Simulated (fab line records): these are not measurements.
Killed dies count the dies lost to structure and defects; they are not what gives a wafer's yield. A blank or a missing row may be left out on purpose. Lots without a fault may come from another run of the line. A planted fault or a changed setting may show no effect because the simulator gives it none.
fab line records ; flow sky130 ; part 2 of 2: steps 27 to 36 of 36
record lots=5; wafers=15; last-day=49
route steps=708 shown CONTACT@407 METAL1@434
lots that met no fault: from a run of the same line without faults
start-h: the number of hours between the record's first day and the start of the first shown wafer of the lot ; wait-h: hours from the lot's prior step to this one ; " unchanged from the row above ; L1.1+2: one row covering several wafers at once ; - value missing, or start not given ; * or withheld: withheld ; < > ~ a bound
route shown NAME@n: NAME is a module with steps in the file, n the number in the route of the first one ; usual: mean and standard deviation over wafers with no fault ; same: alike in all rows ; chamber/n: place in a boat ; sites: each site's reading ; _std_site: standard deviation of those values ; _edge_site: the outer-site mean with the inner-site mean subtracted ; radius-mm: for every site, how far away it sits from the centre of the wafer ; mask NAME#n: copy n ; behind: the most recent tool/chamber to have shaped the wafer ; hold: why the lot was held/for how many hours/how that ended ; device: the n, p or np transistor that did not switch ; end of line: the route-end tests of the same wafers ; for a step that has no rows: nothing shown but its recipe ; killed: at the first sort, the dies lost to defects and structure; wafer yield is something else ; map: a wafer's dies, x killed, . not, _ none there
set.NAME: the setting as run; set.NAME@STEP: as run at that earlier step ; model.NAME: the simulator's own value behind a step, which no gauge read
a table for each step, a row for each wafer; lots at some steps of the route
services: the hour from which a tool's chamber was out of use, counted from the record's first day as start-h (under 0 if before that day), plus the number of hours and why
## steps
# step SKY_CONTACT_CMP_27
# recipe stop-on=SiO2; t-overpolish-s=15; down-force-psi=3.5; platen-rpm=60; target-thk-nm=0; pad-velocity-m-s=0.94248
# usual motor-current-A=11.1/1.3; overpolish-run-s=15.000/0.0093; retaining-ring-pressure-frac=1.000/0.0047; time-to-endpoint-s=82/4.1
# same t-overpolish-s=15
lot.wafer;tool;chamber;start-h;wait-h;motor-current-A;overpolish-run-s;retaining-ring-pressure-frac;time-to-endpoint-s
L075.4;cmp-02;2;743.64;0.3;10.2;15.008;0.992;86
L075.2;cmp-02;3;743.64;0.3;10.5;14.995;0.998;77
L075.6;cmp-02;0;743.64;0.3;13.2;15.017;1.002;80
L077.3;cmp-02;0;757.92;0.1;13.0;14.999;1.007;79
L077.5;cmp-02;2;757.92;0.1;10.2;14.999;1.002;80
L077.6;cmp-02;3;757.92;0.1;9.5;15.002;0.998;72
L081.4;cmp-02;3;789.97;0.0;10.0;15.001;1.004;75
L081.5;cmp-02;3;789.97;0.0;9.2;15.003;1.007;79
L081.6;cmp-02;0;789.97;0.0;12.9;14.983;1.006;81
L082.3;cmp-02;3;798.45;0.3;10.0;14.995;0.997;81
L082.6;cmp-02;2;798.45;0.3;10.2;15.000;1.006;85
L082.5;cmp-02;3;798.45;0.3;10.1;15.022;0.996;80
L090.1;cmp-02;2;863.81;0.1;10.4;14.981;1.004;82
L090.4;cmp-02;0;863.81;0.1;13.0;15.000;0.994;80
L090.2;cmp-02;1;863.81;0.1;11.4;15.005;0.997;84
# step SKY_METAL1_SPUTTER_00
# recipe material=Ti; target-thk-nm=15; power-w=3000; time-s=10; chamber-pressure-pa=0.4
# usual throttle-valve-pct=30.3/0.72
lot.wafer;tool;chamber;start-h;wait-h;throttle-valve-pct
L075.2;pvd-sputter-03;-;743.84;0.1;30.5
L075.4;pvd-sputter-03;-;743.84;0.1;30.4
L075.6;pvd-sputter-03;-;743.84;0.1;30.1
L077.3;pvd-sputter-01;-;758.12;0.1;30.4
L077.5;pvd-sputter-01;-;758.12;0.1;29.4
L077.6;pvd-sputter-01;-;758.12;0.1;30.5
L081.4;pvd-sputter-01;-;790.27;0.2;30.6
L081.5;pvd-sputter-01;-;790.27;0.2;31.6
L081.6;pvd-sputter-01;-;790.27;0.2;29.4
L082.3;pvd-sputter-03;-;798.70;0.2;30.8
L082.5;pvd-sputter-03;-;798.70;0.2;30.2
L082.6;pvd-sputter-03;-;798.70;0.2;30.1
L090.1;pvd-sputter-04;-;864.11;0.2;29.7
L090.2;pvd-sputter-04;-;864.11;0.2;28.5
L090.4;pvd-sputter-04;-;864.11;0.2;31.4
# step SKY_METAL1_SPUTTER_01
# recipe material=TiN; target-thk-nm=20; power-w=6500; time-s=16.7; chamber-pressure-pa=0.4
# usual throttle-valve-pct=30.2/0.71
lot.wafer;tool;chamber;start-h;wait-h;throttle-valve-pct
L075.2;pvd-sputter-03;-;743.86;0.0;30.3
L075.4;pvd-sputter-03;-;743.86;0.0;30.3
L075.6;pvd-sputter-03;-;743.86;0.0;30.0
L077.3;pvd-sputter-01;-;758.14;0.0;30.4
L077.5;pvd-sputter-01;-;758.14;0.0;29.4
L077.6;pvd-sputter-01;-;758.14;0.0;30.2
L081.4;pvd-sputter-01;-;790.29;0.0;30.4
L081.5;pvd-sputter-01;-;790.29;0.0;31.3
L081.6;pvd-sputter-01;-;790.29;0.0;29.4
L082.3;pvd-sputter-03;-;798.73;0.0;30.5
L082.5;pvd-sputter-03;-;798.73;0.0;30.1
L082.6;pvd-sputter-03;-;798.73;0.0;30.1
L090.1;pvd-sputter-04;-;864.13;0.0;30.2
L090.2;pvd-sputter-04;-;864.13;0.0;28.7
L090.4;pvd-sputter-04;-;864.13;0.0;31.2
# step SKY_METAL1_SPUTTER_02
# recipe material=AlCu; target-thk-nm=250; power-w=10600; time-s=13.3; chamber-pressure-pa=0.4
# usual throttle-valve-pct=30.3/0.71
lot.wafer;tool;chamber;start-h;wait-h;throttle-valve-pct
L075.2;pvd-sputter-03;-;743.89;0.0;30.3
L075.4;pvd-sputter-03;-;743.89;0.0;30.3
L075.6;pvd-sputter-03;-;743.89;0.0;30.0
L077.3;pvd-sputter-01;-;758.17;0.0;30.3
L077.5;pvd-sputter-01;-;758.17;0.0;29.4
L077.6;pvd-sputter-01;-;758.17;0.0;30.3
L081.4;pvd-sputter-01;-;790.32;0.0;30.4
L081.5;pvd-sputter-01;-;790.32;0.0;31.4
L081.6;pvd-sputter-01;-;790.32;0.0;29.2
L082.3;pvd-sputter-03;-;798.75;0.0;30.7
L082.5;pvd-sputter-03;-;798.75;0.0;30.2
L082.6;pvd-sputter-03;-;798.75;0.0;29.8
L090.1;pvd-sputter-04;-;864.15;0.0;30.4
L090.2;pvd-sputter-04;-;864.15;0.0;28.9
L090.4;pvd-sputter-04;-;864.15;0.0;31.3
# step SKY_METAL1_SPUTTER_03
# recipe material=Ti; target-thk-nm=5; power-w=3000; time-s=3.3; chamber-pressure-pa=0.4
# usual throttle-valve-pct=30.3/0.73
lot.wafer;tool;chamber;start-h;wait-h;throttle-valve-pct
L075.2;pvd-sputter-03;-;743.91;0.0;30.3
L075.4;pvd-sputter-03;-;743.91;0.0;30.2
L075.6;pvd-sputter-03;-;743.91;0.0;29.8
L077.3;pvd-sputter-01;-;758.19;0.0;30.6
L077.5;pvd-sputter-01;-;758.19;0.0;29.1
L077.6;pvd-sputter-01;-;758.19;0.0;30.4
L081.4;pvd-sputter-01;-;790.34;0.0;30.4
L081.5;pvd-sputter-01;-;790.34;0.0;31.4
L081.6;pvd-sputter-01;-;790.34;0.0;29.5
L082.3;pvd-sputter-03;-;798.78;0.0;30.7
L082.5;pvd-sputter-03;-;798.78;0.0;30.2
L082.6;pvd-sputter-03;-;798.78;0.0;30.1
L090.1;pvd-sputter-04;-;864.18;0.0;30.6
L090.2;pvd-sputter-04;-;864.18;0.0;28.7
L090.4;pvd-sputter-04;-;864.18;0.0;31.7
# step SKY_METAL1_SPUTTER_04
# recipe material=TiN; target-thk-nm=70; power-w=6500; time-s=58.3; chamber-pressure-pa=0.4
# usual throttle-valve-pct=30.3/0.72
lot.wafer;tool;chamber;start-h;wait-h;throttle-valve-pct
L075.2;pvd-sputter-03;-;743.93;0.0;30.3
L075.4;pvd-sputter-03;-;743.93;0.0;30.4
L075.6;pvd-sputter-03;-;743.93;0.0;30.0
L077.3;pvd-sputter-01;-;758.21;0.0;30.5
L077.5;pvd-sputter-01;-;758.21;0.0;29.2
L077.6;pvd-sputter-01;-;758.21;0.0;30.5
L081.4;pvd-sputter-01;-;790.36;0.0;30.4
L081.5;pvd-sputter-01;-;790.36;0.0;31.4
L081.6;pvd-sputter-01;-;790.36;0.0;29.4
L082.3;pvd-sputter-03;-;798.79;0.0;30.7
L082.5;pvd-sputter-03;-;798.79;0.0;30.3
L082.6;pvd-sputter-03;-;798.79;0.0;30.3
L090.1;pvd-sputter-04;-;864.20;0.0;30.2
L090.2;pvd-sputter-04;-;864.20;0.0;28.6
L090.4;pvd-sputter-04;-;864.20;0.0;31.3
# step SKY_METAL1_RS_MEAS_05
# recipe thk-meas-gauge=four-point-probe; reads=TiN_of_METAL1_SPUTTER_04+Ti_of_METAL1_SPUTTER_03+AlCu_of_METAL1_SPUTTER_02+TiN_of_METAL1_SPUTTER_01+Ti_of_METAL1_SPUTTER_00
# usual METAL1_ALCU_RS=0.1273/0.0018
lot.wafer;tool;chamber;start-h;wait-h;METAL1_ALCU_RS[ohm/sq]
L075.2;film-metro-04;-;744.00;0.0;0.1299
L075.4;film-metro-04;-;744.00;0.0;0.1286
L075.6;film-metro-04;-;744.00;0.0;0.1286
L077.3;film-metro-02;-;758.30;0.1;0.1241
L077.5;film-metro-02;-;758.30;0.1;0.1285
L077.6;film-metro-02;-;758.30;0.1;0.1269
L081.4;film-metro-04;-;790.47;0.1;0.1273
L081.5;film-metro-04;-;790.47;0.1;0.1266
L081.6;film-metro-04;-;790.47;0.1;0.1305
L082.3;film-metro-02;-;798.88;0.1;0.1240
L082.5;film-metro-02;-;798.88;0.1;0.1272
L082.6;film-metro-02;-;798.88;0.1;0.1269
L090.1;film-metro-03;-;864.25;0.0;0.1255
L090.2;film-metro-03;-;864.25;0.0;0.1242
L090.4;film-metro-03;-;864.25;0.0;0.1262
# step SKY_METAL1_THK_MEAS_06
# recipe thk-meas-gauge=xrf; reads=AlCu_of_METAL1_SPUTTER_02
# usual METAL1_ALCU_THK=249/3.6
lot.wafer;tool;chamber;start-h;wait-h;METAL1_ALCU_THK[nm]
L075.2;film-metro-04;-;744.11;0.1;244
L075.4;film-metro-04;-;744.11;0.1;246
L075.6;film-metro-04;-;744.11;0.1;246
L077.3;film-metro-02;-;758.40;0.1;254
L077.5;film-metro-02;-;758.40;0.1;248
L077.6;film-metro-02;-;758.40;0.1;251
L081.4;film-metro-04;-;790.56;0.1;248
L081.5;film-metro-04;-;790.56;0.1;251
L081.6;film-metro-04;-;790.56;0.1;242
L082.3;film-metro-02;-;798.98;0.1;255
L082.5;film-metro-02;-;798.98;0.1;249
L082.6;film-metro-02;-;798.98;0.1;250
L090.1;film-metro-03;-;864.37;0.1;253
L090.2;film-metro-03;-;864.37;0.1;255
L090.4;film-metro-03;-;864.37;0.1;255
# step SKY_METAL1_DEHYDRATE_07
# recipe temp-c=200; time-s=60
# usual exhaust-pa=45.0/1
lot.wafer;tool;chamber;start-h;wait-h;exhaust-pa
L075.2;litho-track-01;0;756.70;12.6;45.3
L075.4;litho-track-01;0;756.70;12.6;45.4
L075.6;litho-track-01;0;756.70;12.6;46.2
L077.3;litho-track-02;0;770.66;12.2;45.0
L077.5;litho-track-02;0;770.66;12.2;45.3
L077.6;litho-track-02;0;770.66;12.2;44.4
L081.4;litho-track-02;0;802.43;11.9;45.0
L081.5;litho-track-02;0;802.43;11.9;44.7
L081.6;litho-track-02;0;802.43;11.9;44.8
L082.3;litho-track-03;0;811.34;12.3;44.9
L082.5;litho-track-03;0;811.34;12.3;44.4
L082.6;litho-track-03;0;811.34;12.3;46.6
L090.1;litho-track-03;0;875.84;11.5;44.7
L090.2;litho-track-03;0;875.84;11.5;44.4
L090.4;litho-track-03;0;875.84;11.5;44.0
# step SKY_METAL1_HMDS_08
# recipe prime-time-s=60; prime-temp-c=120
# usual exhaust-pa=44.9/0.91
# same prime-time-s=60
lot.wafer;tool;chamber;start-h;wait-h;exhaust-pa
L075.2;litho-track-01;0;756.85;0.1;45.5
L075.4;litho-track-01;0;756.85;0.1;46.1
L075.6;litho-track-01;0;756.85;0.1;45.9
L077.3;litho-track-02;0;770.81;0.1;44.6
L077.5;litho-track-02;0;770.81;0.1;44.2
L077.6;litho-track-02;0;770.81;0.1;44.3
L081.4;litho-track-02;0;802.58;0.1;45.2
L081.5;litho-track-02;0;802.58;0.1;45.3
L081.6;litho-track-02;0;802.58;0.1;44.6
L082.3;litho-track-03;0;811.49;0.1;44.5
L082.5;litho-track-03;0;811.49;0.1;44.1
L082.6;litho-track-03;0;811.49;0.1;43.6
L090.1;litho-track-03;0;875.99;0.1;44.7
L090.2;litho-track-03;0;875.99;0.1;44.1
L090.4;litho-track-03;0;875.99;0.1;43.0
## services
tool;chamber;start-h;hours;kind
pvd-sputter-01;-;694.26;3.1;repair
hdpcvd-01;1;706.83;77.0;repair
pvd-sputter-01;-;709.68;48.0;repair
wet-bench-01;-;714.49;2.5;repair
wet-bench-03;-;717.28;1.9;pm
cmp-02;-;744.00;4.0;pm
rie-diel-02;0;747.47;3.9;repair
pvd-sputter-03;-;749.38;1.0;repair
krf-scanner-01;-;751.68;1.3;pm
pvd-sputter-04;-;766.16;1.9;repair
cmp-01;-;769.40;4.3;repair
cvd-w-01;0;774.22;6.4;repair
cmp-01;-;783.64;4.2;pm
krf-scanner-01;-;792.83;0.6;repair
krf-scanner-01;-;794.42;1.0;pm
krf-scanner-01;-;805.15;3.6;pm
krf-scanner-01;-;812.66;1.3;repair
krf-scanner-01;-;825.66;0.8;pm
cmp-01;-;826.16;0.8;repair
pvd-sputter-04;-;826.58;7.5;repair
rie-diel-02;3;829.82;18.3;repair
cmp-02;-;850.10;7.9;pm
hdpcvd-02;-;857.89;1.4;repair
hdpcvd-02;1;861.52;6.3;repair
